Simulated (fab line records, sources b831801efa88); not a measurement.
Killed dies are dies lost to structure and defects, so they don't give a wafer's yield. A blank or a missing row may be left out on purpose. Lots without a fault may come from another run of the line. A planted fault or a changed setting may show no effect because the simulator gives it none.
A struck lot beside a sound one | flow sky130 | 15 steps out of a route of 708
Sound: wafers L230.2, L230.4, L230.6. Struck: wafer L233.6. (L233.4, L233.5 of the same lot were not struck and are left out.) The cause comes at the end.
At each step with rows: each side's tool, then ch and its chambers, then its first start. Under that, the readings that differ: sound wafers | struck wafers | difference of the means | sigmas: that difference in standard deviations of wafers without a fault.
alike: readings whose means differ by less than 2 such deviations, and words and numbers that are the same on both sides. not compared: withheld readings, readings that some wafer has no value for, bounds like >300 that may hide the same value, and numbers for which the record gives no deviation and whose values overlap.
The two part at a step that has a row with sigmas, a row that says differs or no value, or rows on one side only. Numbers that don't overlap but have no deviation are shown without sigmas and don't part them. A reading that every wafer of one side lacks parts them only if that side has two wafers or more.

SKY_METAL2_STRIP_20: strips in O2/N2.
  sound on plasma_asher-02 ch 0,1, day 36 08:29; struck on plasma_asher-04 ch 1, day 36 23:55
  reading                      | sound             | struck | difference | sigmas
  strip_time_to_endpoint_s (s) | 2.737 2.740 2.769 | 2.650  | -0.099     | -4
  alike: drypump_motor_current_A, n2_flow_sccm, oes_product_au
  not compared: rf_hours_counter_h
then, 4 steps without rows for these wafers: SKY_METAL2_STRIP_21 (strips in post etch residue remover, time 1200 s); SKY_METAL2_CLEAN_22 (cleans in IPA, time 180 s); SKY_METAL2_CLEAN_23 (cleans in O3/DIW); SKY_VIA2_HDPCVD_00 (deposits SiO2, target thk 1180 nm, time 196.7 s).
SKY_VIA2_THK_MEAS_01:
  sound on film_metro-03, day 36 09:16; struck on film_metro-01, day 37 00:38
  alike: VIA2_HDPCVD_THK
SKY_VIA2_CMP_02: polishes SiO2.
  sound on cmp-02 ch 0,1, day 36 09:22; struck on cmp-02 ch 2, day 37 00:43
  reading             | sound          | struck | difference | sigmas
  motor_current_A (A) | 11.0 11.8 11.1 | 15.3   | +4.0       | +2
SKY_VIA2_BOW_MEAS_03:
  sound on film_metro-02, day 36 09:38; struck on film_metro-03, day 37 01:02
  alike: VIA2_BOW
then, 4 steps without rows for these wafers: SKY_VIA2_DEHYDRATE_04 (time 60 s); SKY_VIA2_HMDS_05 (prime time 60 s); SKY_VIA2_COAT_06 (resist thk 60 nm); SKY_VIA2_COAT_07 (resist thk 450 nm).
SKY_VIA2_SOFTBAKE_08: time 90 s.
  sound on litho_track-02 ch 0, day 36 22:00; struck on litho_track-02 ch 0, day 37 13:00
  reading                  | sound                | struck | difference | sigmas
  heater_power_total_W (W) | 57.33 57.24 57.49    | 59.47  | +2.12      | +18
  run_length_s (s)         | 119.25 119.37 119.28 | 109.31 | -9.99      | -55
then, 1 step without rows for these wafers: SKY_VIA2_EXPOSE_09 (exposes mask VIM2, target cd 200 nm).
-- the record jumps here: 10 days lie between the struck wafers' starts before and after (it left off in module VIA2 and takes up again in module PAD_OPEN, whose first step shown is number 708 of the route) --
SKY_PAD_OPEN_PROBE_99:
  the record has rows for the struck wafers here (prober-01, day 47 05:26) and none for the sound ones

WHERE THEY PART
First at SKY_METAL2_STRIP_20; last, within this record, at SKY_PAD_OPEN_PROBE_99.

WHY: what the simulator had put in
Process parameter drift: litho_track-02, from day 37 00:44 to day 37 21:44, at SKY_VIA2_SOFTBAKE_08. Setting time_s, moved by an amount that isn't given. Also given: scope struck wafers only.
